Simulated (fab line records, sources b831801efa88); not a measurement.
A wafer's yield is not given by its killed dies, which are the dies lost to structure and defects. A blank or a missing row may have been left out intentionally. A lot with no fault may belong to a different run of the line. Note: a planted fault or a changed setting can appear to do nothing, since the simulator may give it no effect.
A struck lot beside a sound one || flow sky130 || 18 steps out of a route of 708
Sound: wafers L656.1, L656.3, L656.5. Struck: wafers L664.3, L664.4, L664.6. Last of all comes the cause.
Per side, at each step with rows, come the tool, then ch with its chambers, and then its first start. Under that, the readings that differ: sound wafers || struck wafers || difference of the means || sigmas: that difference in standard deviations of wafers without a fault.
alike: a reading whose means differ by less than 2 such deviations, as well as words and numbers matching on both sides. not compared: withheld readings; readings where some wafer has no value; bounds like >300 that might hide an equal value; numbers whose values overlap and for which the record gives no deviation.
The two part at a step that has a row with sigmas, a row that says differs or no value, or rows on one side only. When numbers do not overlap yet have no deviation, they are printed without sigmas and do not part them. A reading missing from all wafers of one side parts the sides only when that side holds two or more wafers.

first, 1 step without rows for these wafers: SKY_VT_ADJUST_PCH_IMPLANT_08.
SKY_VT_ADJUST_PCH_STRIP_09: strips in O2/N2.
  sound on plasmaAsher-04 ch 0,1, day 12 14:23; struck on plasmaAsher-04 ch 0,1, day 14 16:10
  alike: drypumpMotorCurrentA, oesProductAu, stripTimeToEndpointS
  not compared: rfHoursCounterH
SKY_VT_ADJUST_PCH_TW_MEAS_10:
  sound: filmMetro-04 at day 12 14:29; struck: filmMetro-03 at day 14 16:15
  alike: VT_ADJUST_PCH_TW
then, 7 steps without rows for these wafers: SKY_SONOS_TUNNEL_DEHYDRATE_00 (time 60 s); SKY_SONOS_TUNNEL_HMDS_01 (prime time 60 s); SKY_SONOS_TUNNEL_COAT_02 (resist thk 1140 nm); SKY_SONOS_TUNNEL_SOFTBAKE_03 (time 60 s); SKY_SONOS_TUNNEL_EXPOSE_04 (exposes mask TUNM, target cd 410 nm); SKY_SONOS_TUNNEL_PEB_05; SKY_SONOS_TUNNEL_DEVELOP_06 (develop time 60 s).
SKY_SONOS_TUNNEL_CD_MEAS_07: target cd 410 nm.
  sound: cdSem-01 at day 13 14:28; struck: cdSem-01 at day 15 19:06
  alike: cdNm
SKY_SONOS_TUNNEL_OVL_MEAS_08:
  sound: overlay-02 at day 13 14:35; struck: overlay-02 at day 15 19:11
  alike: SONOS_TUNNEL_OVL
SKY_SONOS_TUNNEL_IMPLANT_09:
  sound on implanter-03 ch 0, day 13 14:37; struck on implanter-02 ch 0, day 15 19:16
{"reading": "implantIonAmu", "sound": "11 11 11", "struck": "31 31 31", "difference": "+20", "sigmas": ""}
{"reading": "model.implant.rpNm (nm)", "sound": "66.79 66.79 66.79", "struck": "28.23 28.23 28.23", "difference": -38.56, "sigmas": ""}
{"reading": "model.implant.drpNm (nm)", "sound": "28.34 28.34 28.34", "struck": "12.97 12.97 12.97", "difference": -15.37, "sigmas": ""}
then, 2 steps without rows for these wafers: SKY_SONOS_TUNNEL_WET_ETCH_10 (etches SiO2 in dHF, target depth 14 nm, time 280 s); SKY_SONOS_TUNNEL_STRIP_11 (strips in SPM, time 600 s).
SKY_SONOS_TUNNEL_TW_MEAS_12:
  sound: filmMetro-01 at day 13 15:02; struck: filmMetro-01 at day 15 19:40
{"reading": "SONOS_TUNNEL_TW", "sound": "198.0 197.6 197.9", "struck": "370.0 370.8 369.9", "difference": "+172.4", "sigmas": "+99 or more"}
then, 1 step without rows for these wafers: SKY_SONOS_TUNNEL_CLEAN_13 (cleans in dHF, time 20 s).
-- record jumps: 33 days separate the struck wafers' starts on either side; left off in module SONOS_TUNNEL, taken up again in module PAD_OPEN, whose first shown step is the route's number 708 --
SKY_PAD_OPEN_PROBE_99:
  sound: prober-01 at day 47 18:49; struck: prober-01 at day 49 05:55
{"reading": "killedAtFrontEnd", "sound": "14 21 15", "struck": "416 433 413", "difference": "+404", "sigmas": "+92"}
{"reading": "killedDies", "sound": "76 89 91", "struck": "492 492 492", "difference": "+407", "sigmas": "+46"}
{"reading": "killedOnRim", "sound": "19 20 18", "struck": "96 96 96", "difference": "+77", "sigmas": "+23"}
  alike: killed_at_M0_to_M3, killed_at_M4_up, killedAtContacts, killedAtOther, killedOpen, killedShort

WHERE THEY PART
First at SKY_SONOS_TUNNEL_TW_MEAS_12; last, within this record, at SKY_PAD_OPEN_PROBE_99.

WHY: the cause the simulator had injected
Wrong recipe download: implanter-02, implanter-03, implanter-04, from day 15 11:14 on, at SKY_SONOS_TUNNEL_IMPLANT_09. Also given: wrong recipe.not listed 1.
